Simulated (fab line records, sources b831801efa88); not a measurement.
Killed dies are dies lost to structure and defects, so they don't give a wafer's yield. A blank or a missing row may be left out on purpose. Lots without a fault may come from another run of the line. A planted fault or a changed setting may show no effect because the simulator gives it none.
fab line records | flow gf180mcu
record lots=6 wafers=18 last_day=34
route steps=602 shown V5@556 TOP_METAL@567
lots that met no fault: from a run of the same line without faults
start_h: hours from the record's first day to the start of the lot's first wafer shown | wait_h: hours since the lot's step before | " the same as in the row above | L1.1+2: a row that stands for several wafers | - no value, or no start given | * or withheld: withheld | < > ~ a bound
route shown NAME@n: a module of which the file shows steps, and the number in the route of the first | usual: mean/standard deviation of fault-free wafers | same: alike in all rows | chamber/n: place in a boat | sites: the reading at each site | _std_site: their standard deviation | _edge_site: outer sites' mean less inner sites' | radius_mm: how far each site lies from the wafer's centre | mask NAME#n: copy n | behind: the tool/chamber that last shaped the wafer | hold: why the lot was held/for how many hours/how that ended | device: the transistor (n, p or np) that didn't switch | end of line: the same wafers' tests at the end of the route | a step without rows: its recipe alone | killed: dies lost to structure and defects at the first sort, not the wafer's yield | map: a wafer's dies, x killed, . not, _ none there
set.NAME: the setting as run; set.NAME@STEP: as run at that earlier step | model.NAME: the simulator's own value behind a step, which no gauge read
lots at some steps of the route; a table a step, a row a wafer
services: from which hour (start_h, from the record's first day; less than 0 if before it) a tool's chamber was out of use, for how many hours, and why
## steps
# step GF_V5_ETCH_16
# recipe chemistry=N2/H2 target_depth_a=withheld overetch_a=withheld time_s=withheld target=BARC ion_energy_ev=200 source_w=500 bias_w=100 pressure_mtorr=30 n2_flow_sccm=100 h2_flow_sccm=200
# usual drypump_motor_current_A=5.7/0.42 oes_product_au=0.854/0.005 throttle_valve_pct=13.225/0.009
# columns lot.wafer tool chamber start_h wait_h drypump_motor_current_A oes_product_au throttle_valve_pct
L765.2 rie_diel-04 1 656.82 0.0 6.0 0.856 13.237
L765.3 " 0 " " 5.7 0.852 13.226
L765.5 " 1 " " 6.0 0.843 13.212
L768.1 rie_diel-02 2 676.02 0.0 6.4 0.852 13.222
L768.3 " 3 " " 5.5 0.854 13.226
L768.6 " 0 " " 5.3 0.853 13.233
L773.1 rie_diel-01 0 712.45 0.0 5.0 0.855 13.241
L773.2 " 1 " " 6.1 0.861 13.216
L773.3 " 2 " " 5.6 0.856 13.211
L783.3 rie_diel-01 1 775.90 0.0 6.1 0.864 13.219
L783.4 " 0 " " 5.0 0.853 13.219
L783.5 " 1 " " 6.1 0.862 13.219
L784.1 rie_diel-02 2 776.25 0.0 6.3 0.853 13.228
L784.3 " 3 " " 5.5 0.862 13.236
L784.6 " 3 " " 5.5 0.850 13.219
L785.2 rie_diel-01 2 780.80 0.0 5.6 0.857 13.232
L785.3 " 1 " " 6.1 0.862 13.219
L785.6 " 1 " " 6.1 0.851 13.233
# step GF_V5_ETCH_17
# recipe chemistry=C4F8/O2/Ar mask_material=KrF target=SiO2 stop_on=TiN source_w=1500 bias_w=1200 pressure_mtorr=40 c4f8_flow_sccm=withheld O2_flow_sccm=6 Ar_flow_sccm=300 time_s=withheld target_depth_a=8550
# step GF_V5_STRIP_18
# recipe chemistry=O2/N2 power_w=1400 pressure_mtorr=1500 platen_temp_c=250 o2_flow_sccm=3000 n2_flow_sccm=300 overash_fraction=0.5
# step GF_V5_STRIP_19
# recipe chemistry=post_etch_residue_remover time_s=1200 temp_c=72.5
# step GF_V5_CLEAN_20
# recipe chemistry=DIW dry=n2_spin
# step GF_V5_SPUTTER_21
# recipe material=Ti target_thk_nm=15 chamber_pressure_pa=5 power_w=2500 substrate_temp_c=200 time_s=80.02
# usual throttle_valve_pct=30.2/1
# columns lot.wafer tool chamber start_h wait_h throttle_valve_pct
L765.2 pvd_sputter-01 - 657.54 0.0 31.4
L765.3 " - " " 28.1
L765.5 " - " " 31.2
L768.1 pvd_sputter-02 - 676.75 0.0 30.6
L768.3 " - " " 30.4
L768.6 " - " " 30.7
L773.1 pvd_sputter-01 - 713.13 0.0 29.0
L773.2 " - " " 31.1
L773.3 " - " " 28.5
L783.3 pvd_sputter-04 - 776.59 0.0 29.7
L783.4 " - " " 30.8
L783.5 " - " " 30.9
L784.1 pvd_sputter-01 - 776.94 0.0 31.0
L784.3 " - " " 28.3
L784.6 " - " " 28.4
L785.2 pvd_sputter-02 - 781.49 0.0 30.0
L785.3 " - " " 31.0
L785.6 " - " " 29.3
# step GF_V5_SPUTTER_22
# recipe material=TiN target_thk_nm=10 chamber_pressure_pa=5 power_w=4000 time_s=40
# usual throttle_valve_pct=30.1/1
# columns lot.wafer tool chamber start_h wait_h throttle_valve_pct
L765.2 pvd_sputter-01 - 657.60 0.0 31.4
L765.3 " - " " 28.1
L765.5 " - " " 31.1
L768.1 pvd_sputter-02 - 676.81 0.0 30.4
L768.3 " - " " 30.1
L768.6 " - " " 31.1
L773.1 pvd_sputter-01 - 713.19 0.0 28.8
L773.2 " - " " 31.0
L773.3 " - " " 28.5
L783.3 pvd_sputter-04 - 776.65 0.0 30.0
L783.4 " - " " 30.3
L783.5 " - " " 31.0
L784.1 pvd_sputter-01 - 777.00 0.0 31.0
L784.3 " - " " 28.3
L784.6 " - " " 28.5
L785.2 pvd_sputter-02 - 781.56 0.0 30.2
L785.3 " - " " 31.0
L785.6 " - " " 29.0
# step GF_V5_CVD_23
# recipe material=W target_thk_nm=350 time_s=104.9 temp_c=400 pressure_torr=40
# usual chamber_pressure_Torr=39.98/0.093 heater_power_w=841/110
# columns lot.wafer tool chamber start_h wait_h chamber_pressure_Torr heater_power_w
L765.2 cvd_w-02 0 657.64 0.0 40.02 664
L765.3 " 1 " " 39.94 872
L765.5 " 0 " " 40.09 679
L768.1 cvd_w-01 0 676.85 0.0 39.92 975
L768.3 " 0 " " 40.00 986
L768.6 " 0 " " 39.95 990
L773.1 cvd_w-01 0 713.23 0.0 39.92 994
L773.2 " 1 " " 39.99 876
L773.3 " 1 " " 39.96 857
L783.3 cvd_w-02 0 776.73 0.1 39.92 678
L783.4 " 1 " " 39.85 840
L783.5 " 0 " " 39.87 685
L784.1 cvd_w-01 0 777.04 0.0 40.05 987
L784.3 " 1 " " 40.12 840
L784.6 " 1 " " 40.16 855
L785.2 cvd_w-02 0 781.60 0.0 40.09 672
L785.3 " 1 " " 40.01 839
L785.6 " 0 " " 39.93 668
# step GF_V5_RS_MEAS_24
# recipe thk_meas_gauge=four-point-probe reads=W_of_V5_CVD_23+TiN_of_V5_SPUTTER_22+Ti_of_V5_SPUTTER_21
# usual V5_W_RS=0.333/0.005
# columns lot.wafer tool chamber start_h wait_h V5_W_RS[ohm/sq]
L765.2 film_metro-02 - 657.77 0.1 0.332
L765.3 " - " " 0.330
L765.5 " - " " 0.331
L768.1 film_metro-02 - 676.96 0.1 0.332
L768.3 " - " " 0.336
L768.6 " - " " 0.334
L773.1 film_metro-02 - 713.34 0.1 0.333
L773.2 " - " " 0.324
L773.3 " - " " 0.327
L783.3 film_metro-02 - 776.84 0.1 0.335
L783.4 " - " " 0.338
L783.5 " - " " 0.342
L784.1 film_metro-02 - 777.15 0.1 0.330
L784.3 " - " " 0.324
L784.6 " - " " 0.331
L785.2 film_metro-02 - 781.73 0.1 0.343
L785.3 " - " " 0.339
L785.6 " - " " 0.344
# step GF_V5_THK_MEAS_25
# recipe thk_meas_gauge=xrf reads=W_of_V5_CVD_23
# usual V5_W_THK=340/5.7
# columns lot.wafer tool chamber start_h wait_h V5_W_THK[nm]
L765.2 film_metro-02 - 657.88 0.1 341
L765.3 " - " " 342
L765.5 " - " " 341
L768.1 film_metro-02 - 677.08 0.1 340
L768.3 " - " " 334
L768.6 " - " " 336
L773.1 film_metro-02 - 713.46 0.1 340
L773.2 " - " " 351
L773.3 " - " " 346
L783.3 film_metro-02 - 776.94 0.1 337
L783.4 " - " " 334
L783.5 " - " " 327
L784.1 film_metro-02 - 777.27 0.1 341
L784.3 " - " " 349
L784.6 " - " " 342
L785.2 film_metro-02 - 781.84 0.1 329
L785.3 " - " " 333
L785.6 " - " " 331
# step GF_V5_CMP_26
# recipe stop_on=SiO2 down_force_psi=3.5 platen_rpm=60 t_overpolish_s=15 target_thk_nm=0 pad_velocity_m_s=0.94248
# usual motor_current_A=11.7/1.4 overpolish_run_s=14.999/0.0094 slurry_filter_dp_kPa=13.48/0.13 time_to_endpoint_s=83/4
# columns lot.wafer tool chamber start_h wait_h motor_current_A overpolish_run_s slurry_filter_dp_kPa time_to_endpoint_s
L765.2 cmp-02 3 657.93 0.0 10.7 15.022 13.50 86
L765.3 " 1 " " 11.0 15.001 13.34 84
L765.5 " 0 " " 11.3 15.002 13.69 83
L768.1 cmp-02 2 677.24 0.1 11.2 15.005 13.40 82
L768.3 " 3 " " 11.3 14.996 13.69 86
L768.6 " 0 " " 12.2 15.006 13.44 79
L773.1 cmp-02 3 713.52 0.1 11.4 14.981 13.54 90
L773.2 " 0 " " 11.8 15.006 13.54 87
L773.3 " 2 " " 11.6 14.985 13.69 89
L783.3 cmp-02 1 777.03 0.1 11.1 15.017 13.70 82
L783.4 " 2 " " 11.2 14.995 13.73 81
L783.5 " 1 " " 10.2 14.992 13.35 78
L784.3 cmp-01 3 777.38 0.1 13.3 14.991 13.48 91
L784.1 " 0 " " 10.3 14.997 13.46 87
L784.6 " 3 " " 13.9 14.980 13.72 86
L785.2 cmp-01 1 781.94 0.1 10.5 15.005 13.30 76
L785.3 " 2 " " 13.4 14.998 13.42 82
L785.6 " 1 " " 10.2 15.012 13.46 76
# step GF_TOP_METAL_SPUTTER_00
# recipe material=Ti target_thk_nm=37.5 arriving_ion_energy_ev=80 substrate_temp_c=200 chamber_pressure_pa=2 power_w=4000 time_s=150
# step GF_TOP_METAL_SPUTTER_01
# recipe material=TiN target_thk_nm=30 power_w=6500 time_s=25 chamber_pressure_pa=0.4
# usual throttle_valve_pct=30.3/1
# columns lot.wafer tool chamber start_h wait_h throttle_valve_pct model.TiN_of_TOP_METAL_SPUTTER_01.thk_nm
L765.2 pvd_sputter-01 - 658.33 0.1 31.0 30.19
L765.3 " - " " 28.7 29.68
L765.5 " - " " 31.5 30.16
L768.1 pvd_sputter-02 - 677.54 0.1 30.3 30.47
L768.3 " - " " 29.2 30.66
L768.6 " - " " 30.8 30.08
L773.1 pvd_sputter-03 - 713.92 0.1 30.6 30.46
L773.2 " - " " 30.4 30.79
L773.3 " - " " 31.7 30.11
L783.3 pvd_sputter-03 - 777.38 0.1 30.5 29.08
L783.4 " - " " 31.0 28.51
L783.5 " - " " 30.7 28.74
L784.1 pvd_sputter-02 - 777.74 0.1 29.4 29.86
L784.3 " - " " 30.9 29.41
L784.6 " - " " 29.2 29.77
L785.2 pvd_sputter-03 - 782.29 0.1 30.4 29.04
L785.3 " - " " 31.7 29.08
L785.6 " - " " 30.1 29.08
# step GF_TOP_METAL_SPUTTER_02
# recipe material=AlCu target_thk_nm=900 power_w=10600 chamber_pressure_pa=0.3 substrate_temp_c=250 gas=Ar time_s=47.82
## services
# columns tool chamber start_h hours kind
rie_diel-02 - 638.17 0.7 repair
pvd_sputter-02 - 639.70 2.3 repair
cmp-01 - 641.60 1.6 repair
rie_diel-02 - 646.17 2.8 pm
cmp-02 - 648.34 1.4 repair
cmp-01 - 651.92 7.6 pm
pvd_sputter-01 - 653.47 1.0 repair
pvd_sputter-02 - 659.15 10.5 repair
rie_diel-01 - 660.59 2.8 pm
cvd_w-01 - 664.81 0.5 repair
rie_diel-01 1 665.90 6.4 repair
pvd_sputter-04 - 669.10 1.0 repair
pvd_sputter-04 - 675.73 8.0 repair
pvd_sputter-03 - 699.58 7.9 repair
rie_diel-01 - 707.66 0.5 repair
cmp-02 - 708.28 0.5 repair
cmp-01 - 717.52 5.4 repair
pvd_sputter-01 - 727.95 6.9 repair
cvd_w-02 - 731.38 2.8 pm
cmp-01 - 739.16 0.8 repair
cmp-02 - 744.23 4.0 pm
cmp-01 - 751.08 3.0 repair
pvd_sputter-01 - 762.72 3.3 repair
rie_diel-01 - 778.48 0.2 repair
## key
first_sign none at tools or gauges
model_effect step=GF_TOP_METAL_SPUTTER_01 value=TiN_of_TOP_METAL_SPUTTER_01.thk_nm without=30.15 struck=28.92
met_at GF_TOP_METAL_SPUTTER_01
struck_wafers L783.3,L783.4,L783.5,L785.2,L785.3,L785.6
onset_between 713.92 777.38
also_fits GF_V5_ETCH_16:rie_diel-01,GF_V5_CVD_23:cvd_w-02
fault kind=process_parameter_drift tool=pvd_sputter-03 chamber=- onset_h=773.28 steps=GF_TOP_METAL_SPUTTER_01 channel=time_s offset=* shape=step end_h=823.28 acts_in=* stated=*
